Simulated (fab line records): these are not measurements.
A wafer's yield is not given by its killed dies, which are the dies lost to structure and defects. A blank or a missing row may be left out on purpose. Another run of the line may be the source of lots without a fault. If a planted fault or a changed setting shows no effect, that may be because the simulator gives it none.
fab line records	flow sfqLine
record: lots: 14	wafers: 42	lastDay: 89
route steps=325 shown M3@119 I3@143 M4@149
lots with no fault: from the same line, run without faults
startH: hours from the record's opening day to when the first of the lot's shown wafers began	waitH: hours elapsed since this lot's preceding step	" repeats the value in the row above	L1.1+2: one row covering several wafers at once	- no value, or no start was given	* or withheld: withheld	< > ~ a bound
route shown NAME@n: names a module that has steps shown in the file, with the first one's number in the route	usual: average and standard deviation across the fault-free wafers	same: alike in all rows	chamber/n: place in a boat	sites: readings site by site	_std_site: standard deviation across them	_edge_site: mean of outer sites minus mean of inner sites	radiusMm: how far each site lies from the wafer's centre	mask NAME#n: copy n	behind: the most recent tool/chamber to have shaped the wafer	hold: cause of the lot's hold/its duration in hours/its outcome	device: which transistor (n, p or np) failed to switch	end of line: the tests these same wafers got at the end of their route	a step given without rows: its recipe and nothing more	killed: at the first sort, the dies lost to defects and structure; wafer yield is something else	map: the dies of a wafer, with x for killed, . for not killed, _ for no die there
set.NAME: the setting the step ran with; set.NAME@STEP: the setting that earlier step ran with	model.NAME: the simulator's own value behind a step, which no gauge read
route steps across a sampled set of lots; one table per step, one row per wafer
services: the hour from which a tool's chamber was out of use, counted from the record's first day as startH (under 0 if before that day), plus the number of hours and why
== steps ==
step: SFQ_TRILAYER_M3_DEP_SPUTTER_073
recipe: material: Nb	basePressurePa: 1.33e-06	chamberPressurePa: 0.1333	substrateTempC: 20	resputterCathodeVoltageV: 400	targetThkNm: 200	powerW: 2000	timeS: 133.3
usual: resputterCathodeVoltageV: 400/3.4	throttleValvePct: 30.2/1.4
lot.wafer	tool	chamber	startH	waitH	resputterCathodeVoltageV	throttleValvePct
L549.1	pvdSputter-04	-	875.62	0.0	405	32.5
L549.4	"	-	"	"	407	28.9
L549.5	"	-	"	"	403	32.4
L550.1	pvdSputter-06	-	1034.54	0.0	401	30.3
L550.5	"	-	"	"	403	32.4
L550.6	"	-	"	"	399	30.5
L551.1	pvdSputter-04	-	1035.74	0.0	397	32.5
L551.2	"	-	"	"	398	29.5
L551.4	"	-	"	"	405	28.3
L552.3	pvdSputter-03	-	1044.26	0.0	396	30.3
L552.4	"	-	"	"	406	30.0
L552.6	"	-	"	"	405	28.9
L553.1	pvdSputter-04	-	1046.66	0.0	398	28.1
L553.2	"	-	"	"	399	32.3
L553.4	"	-	"	"	401	29.3
L554.1	pvdSputter-06	-	1055.06	0.0	403	29.5
L554.2	"	-	"	"	396	30.4
L554.5	"	-	"	"	400	30.4
L555.1	pvdSputter-04	-	1059.86	0.0	404	29.2
L555.3	"	-	"	"	405	28.8
L555.6	"	-	"	"	396	29.4
L560.2	pvdSputter-04	-	1080.26	0.0	403	28.7
L560.5	"	-	"	"	402	28.4
L560.6	"	-	"	"	399	29.2
L562.1	pvdSputter-03	-	1083.86	0.0	396	30.4
L562.3	"	-	"	"	401	30.3
L562.4	"	-	"	"	402	32.1
L563.2	pvdSputter-04	-	1088.06	0.0	396	32.5
L563.4	"	-	"	"	402	29.5
L563.6	"	-	"	"	403	29.5
L564.1	pvdSputter-06	-	1089.86	0.0	402	29.9
L564.2	"	-	"	"	399	32.5
L564.6	"	-	"	"	403	30.6
L567.2	pvdSputter-03	-	1112.93	0.0	399	32.1
L567.5	"	-	"	"	396	30.3
L567.6	"	-	"	"	396	28.6
L568.1	pvdSputter-03	-	1117.64	0.0	403	30.3
L568.4	"	-	"	"	400	31.9
L568.5	"	-	"	"	398	30.2
L569.2	pvdSputter-03	-	1123.64	0.0	399	30.3
L569.4	"	-	"	"	401	30.3
L569.6	"	-	"	"	401	28.8
step: SFQ_I3_OVL_MEAS_923
usual: I3_OVL: -4/5.3
lot.wafer	tool	chamber	startH	waitH	I3_OVL[nm]
L549.1	overlay-01	-	1031.27	0.1	0
L549.4	"	-	"	"	-2
L549.5	"	-	"	"	-2
L550.1	overlay-02	-	1153.85	0.1	-7
L550.5	"	-	"	"	-9
L550.6	"	-	"	"	-14
L551.1	overlay-02	-	1156.25	0.1	-2
L551.2	"	-	"	"	-1
L551.4	"	-	"	"	-1
L552.3	overlay-02	-	1162.26	0.1	-2
L552.4	"	-	"	"	-3
L552.6	"	-	"	"	0
L553.1	overlay-02	-	1164.65	0.1	-5
L553.2	"	-	"	"	3
L553.4	"	-	"	"	-4
L554.1	overlay-02	-	1170.65	0.1	-13
L554.2	"	-	"	"	-12
L554.5	"	-	"	"	-4
L555.1	overlay-02	-	1175.45	0.1	-4
L555.3	"	-	"	"	-12
L555.6	"	-	"	"	-9
L560.2	overlay-02	-	1205.01	0.1	-5
L560.5	"	-	"	"	-4
L560.6	"	-	"	"	-11
L562.1	overlay-01	-	1217.22	0.1	-3
L562.3	"	-	"	"	1
L562.4	"	-	"	"	-1
L563.2	overlay-02	-	1223.23	0.1	-10
L563.4	"	-	"	"	-8
L563.6	"	-	"	"	-5
L564.1	overlay-01	-	1228.02	0.1	-12
L564.2	"	-	"	"	-8
L564.6	"	-	"	"	-9
L567.2	overlay-01	-	1338.33	0.1	0
L567.5	"	-	"	"	4
L567.6	"	-	"	"	-1
L568.1	overlay-01	-	1347.92	0.1	4
L568.4	"	-	"	"	-3
L568.5	"	-	"	"	-4
L569.2	overlay-02	-	1356.45	0.1	7
L569.4	"	-	"	"	9
L569.6	"	-	"	"	6
step: SFQ_TRILAYER_M4_DEP_SPUTTER_091
recipe: material: Nb	basePressurePa: 1.33e-06	chamberPressurePa: 0.1333	substrateTempC: 20	resputterCathodeVoltageV: 400	targetThkNm: 200	powerW: 2000	timeS: 128.8
usual: resputterCathodeVoltageV: 400/4	throttleValvePct: 30.3/0.94
lot.wafer	tool	chamber	startH	waitH	resputterCathodeVoltageV	throttleValvePct
L549.1	pvdSputter-04	-	1032.26	0.0	404	32.6
L549.4	"	-	"	"	399	29.5
L549.5	"	-	"	"	403	28.1
L550.1	pvdSputter-05	-	1154.84	0.0	401	30.4
L550.5	"	-	"	"	397	29.9
L550.6	"	-	"	"	403	31.0
L550.1	pvdSputter-05	-	1155.10	0.2	396	30.4
L550.5	"	-	"	"	409	29.8
L550.6	"	-	"	"	401	31.1
L551.1	pvdSputter-03	-	1157.24	0.0	400	32.0
L551.2	"	-	"	"	404	30.0
L551.4	"	-	"	"	399	30.2
L552.3	pvdSputter-03	-	1163.24	0.0	400	28.8
L552.4	"	-	"	"	394	31.8
L552.6	"	-	"	"	402	30.4
L552.3	pvdSputter-03	-	1163.50	0.2	407	28.8
L552.4	"	-	"	"	403	32.3
L552.6	"	-	"	"	402	30.2
L553.1	pvdSputter-03	-	1165.66	0.0	390	30.3
L553.2	"	-	"	"	399	31.8
L553.4	"	-	"	"	398	28.9
L554.1	pvdSputter-05	-	1171.64	0.0	400	30.2
L554.2	"	-	"	"	403	31.3
L554.5	"	-	"	"	397	29.9
L555.1	pvdSputter-03	-	1176.44	0.0	404	30.0
L555.3	"	-	"	"	405	32.2
L555.6	"	-	"	"	401	32.0
L560.2	pvdSputter-05	-	1206.03	0.0	400	30.9
L560.5	"	-	"	"	400	31.0
L560.6	"	-	"	"	401	29.5
L562.1	pvdSputter-05	-	1218.23	0.0	397	29.8
L562.3	"	-	"	"	404	31.0
L562.4	"	-	"	"	405	30.1
L563.2	pvdSputter-04	-	1224.31	0.0	403	28.1
L563.4	"	-	"	"	406	32.6
L563.6	"	-	"	"	408	28.7
L564.1	pvdSputter-05	-	1229.01	0.0	397	31.0
L564.2	"	-	"	"	398	30.4
L564.6	"	-	"	"	405	30.1
L567.2	pvdSputter-05	-	1339.31	0.0	398	29.9
L567.5	"	-	"	"	402	31.1
L567.6	"	-	"	"	402	29.8
L568.1	pvdSputter-05	-	1348.91	0.0	402	31.0
L568.4	"	-	"	"	404	30.1
L568.5	"	-	"	"	404	31.2
L569.2	pvdSputter-05	-	1357.44	0.0	396	29.9
L569.4	"	-	"	"	401	30.1
L569.6	"	-	"	"	395	30.2
step: SFQ_M4_RS_MEAS_924
recipe: thkMeasGauge: four-point-probe	reads: Nb_of_TRILAYER_M4_DEP_SPUTTER_091
usual: M4_NB_RS: 0.923/0.012
lot.wafer	tool	chamber	startH	waitH	M4_NB_RS[ohm/sq]
L549.1	filmMetro-04	-	1032.35	0.0	0.937
L549.4	"	-	"	"	0.940
L549.5	"	-	"	"	0.936
L550.1	filmMetro-04	-	1155.19	0.0	0.453
L550.5	"	-	"	"	0.462
L550.6	"	-	"	"	0.457
L550.1	filmMetro-04	-	1155.48	0.3	0.455
L550.5	"	-	"	"	0.462
L550.6	"	-	"	"	0.458
L551.1	filmMetro-02	-	1157.33	0.0	0.914
L551.2	"	-	"	"	0.915
L551.4	"	-	"	"	0.916
L552.3	filmMetro-04	-	1163.63	0.1	0.461
L552.4	"	-	"	"	0.451
L552.6	"	-	"	"	0.459
L552.3	filmMetro-04	-	1163.92	0.3	0.461
L552.4	"	-	"	"	0.450
L552.6	"	-	"	"	0.458
L553.1	filmMetro-03	-	1165.75	0.0	0.909
L553.2	"	-	"	"	0.906
L553.4	"	-	"	"	0.922
L554.1	filmMetro-04	-	1171.73	0.0	0.927
L554.2	"	-	"	"	0.935
L554.5	"	-	"	"	0.940
L555.1	filmMetro-03	-	1176.53	0.0	0.916
L555.3	"	-	"	"	0.897
L555.6	"	-	"	"	0.905
L560.2	filmMetro-04	-	1206.14	0.1	0.913
L560.5	"	-	"	"	0.917
L560.6	"	-	"	"	0.923
L562.1	filmMetro-02	-	1218.32	0.0	0.931
L562.3	"	-	"	"	0.932
L562.4	"	-	"	"	0.913
L563.2	filmMetro-02	-	1224.42	0.1	0.932
L563.4	"	-	"	"	0.934
L563.6	"	-	"	"	0.929
L564.1	filmMetro-03	-	1229.10	0.0	0.932
L564.2	"	-	"	"	0.937
L564.6	"	-	"	"	0.934
L567.2	filmMetro-04	-	1339.43	0.1	0.949
L567.5	"	-	"	"	0.939
L567.6	"	-	"	"	0.938
L568.1	filmMetro-04	-	1349.01	0.0	0.932
L568.4	"	-	"	"	0.921
L568.5	"	-	"	"	0.931
L569.2	filmMetro-04	-	1357.55	0.1	0.936
L569.4	"	-	"	"	0.928
L569.6	"	-	"	"	0.928
step: SFQ_TRILAYER_M4_ETCH_METAL_ETCH_096
recipe: target: Nb	stopOn: SiO2	maskMaterial: PR	chemistry: Cl2/Ar	targetDepthNm: 240	icpW: 600	biasW: 80	pressureMtorr: 10	timeS: 120
usual: biasW: 80.02/0.25	drypumpMotorCurrentA: 5.7/0.39	oesProductAu: 0.876/0.008
lot.wafer	tool	chamber	startH	waitH	biasW	drypumpMotorCurrentA	oesProductAu	rfHoursCounterH
L549.1	rieMetal-01	0	1146.81	0.1	79.86	6.1	0.867	129
L549.4	"	0	"	"	80.29	6.1	0.867	-
L549.5	"	0	"	"	79.97	6.1	0.866	-
L551.1	rieMetal-02	1	1259.09	0.0	79.73	5.4	0.879	108
L551.2	"	0	"	"	80.54	5.0	0.883	133
L551.4	"	0	"	"	80.46	5.1	0.877	-
L553.1	rieMetal-01	0	1268.71	0.1	80.22	6.1	0.892	7
L553.2	"	1	"	"	80.47	6.0	0.887	69
L553.4	"	1	"	"	80.22	6.0	0.874	-
L554.1	rieMetal-01	1	1277.11	0.1	79.66	6.0	0.870	70
L554.2	"	0	"	"	79.77	6.1	0.867	8
L554.5	"	1	"	"	79.81	6.0	0.862	-
L555.1	rieMetal-02	1	1288.02	0.0	80.29	5.4	0.878	112
L555.3	"	0	"	"	80.22	5.1	0.877	-
L555.6	"	1	"	"	79.90	5.4	0.892	-
L560.2	rieMetal-02	0	1318.02	0.0	79.78	5.1	0.887	142
L560.5	"	1	"	"	79.75	5.4	0.877	-
L560.6	"	0	"	"	79.91	5.0	0.873	-
L562.1	rieMetal-04	1	1330.02	0.0	80.38	6.0	0.872	38
L562.3	"	1	"	"	79.83	6.0	0.872	-
L562.4	"	0	"	"	80.47	5.9	0.884	-
L563.2	rieMetal-02	0	1334.82	0.0	79.90	5.1	0.872	143
L563.4	"	0	"	"	80.11	5.1	0.869	-
L563.6	"	0	"	"	80.27	5.1	0.876	-
L564.1	rieMetal-01	1	1340.82	0.0	79.95	6.0	0.871	77
L564.2	"	0	"	"	79.83	6.1	0.870	15
L564.6	"	1	"	"	79.82	6.0	0.866	-
L567.2	rieMetal-01	0	1435.57	0.0	79.89	6.1	0.861	28
L567.5	"	1	"	"	80.22	6.0	0.870	-
L567.6	"	0	"	"	80.06	6.1	0.868	-
L568.1	rieMetal-04	0	1442.77	0.0	80.00	5.8	0.869	57
L568.4	"	0	"	"	79.89	5.8	0.877	-
L568.5	"	1	"	"	80.03	6.0	0.872	-
L569.2	rieMetal-01	1	1454.77	0.0	79.99	6.0	0.862	92
L569.4	"	1	"	"	80.09	6.0	0.870	-
L569.6	"	0	"	"	80.51	6.1	0.862	-
== services ==
tool	chamber	startH	hours	kind
rieMetal-01	-	869.98	1.7	repair
pvdSputter-05	-	893.11	3.8	repair
pvdSputter-03	-	896.55	2.1	repair
pvdSputter-03	-	918.84	4.1	repair
pvdSputter-03	-	962.83	1.2	repair
pvdSputter-05	-	965.94	12.5	repair
rieMetal-01	-	988.25	0.2	repair
pvdSputter-06	-	1022.66	4.5	repair
pvdSputter-06	-	1034.64	2.9	repair
rieMetal-02	-	1037.97	0.5	repair
pvdSputter-03	-	1046.85	1.4	repair
pvdSputter-03	-	1073.91	8.7	repair
rieMetal-01	1	1136.73	17.7	repair
rieMetal-01	1	1155.53	27.8	repair
rieMetal-01	-	1204.07	2.8	pm
rieMetal-02	-	1218.57	14.6	pm
pvdSputter-03	-	1220.51	0.6	repair
rieMetal-01	-	1234.22	14.6	pm
rieMetal-01	1	1317.25	1.6	repair
rieMetal-02	-	1325.38	2.8	pm
pvdSputter-05	-	1351.05	4.6	repair
pvdSputter-03	-	1352.79	4.9	repair
rieMetal-01	-	1418.48	0.2	repair
pvdSputter-04	-	1418.81	0.8	repair
== key ==
firstSign: step: SFQ_TRILAYER_M4_DEP_SPUTTER_091	reading: visit	direction: added
effect: step: SFQ_M4_RS_MEAS_924	reading: visit	direction: added
effect: step: SFQ_M4_RS_MEAS_924	reading: M4_NB_RS	direction: down	sigmas: 40	usual: 0.923	struck: 0.457
metAt SFQ_TRILAYER_M4_DEP_SPUTTER_091
struckLots L550,L552
scrappedBehind SFQ_M4_RS_MEAS_924 L550.1,L550.5,L550.6,L552.3,L552.4,L552.6
notActingAt SFQ_TRILAYER_M3_DEP_SPUTTER_073,SFQ_I3_OVL_MEAS_923,SFQ_TRILAYER_M4_ETCH_METAL_ETCH_096
fault: kind: repeatedStepWhole	tool: pvdSputter-03,pvdSputter-04,pvdSputter-05	chamber: -	onsetH: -	steps: SFQ_TRILAYER_M4_DEP_SPUTTER_091	times: 1	scope: struckLotsOnly
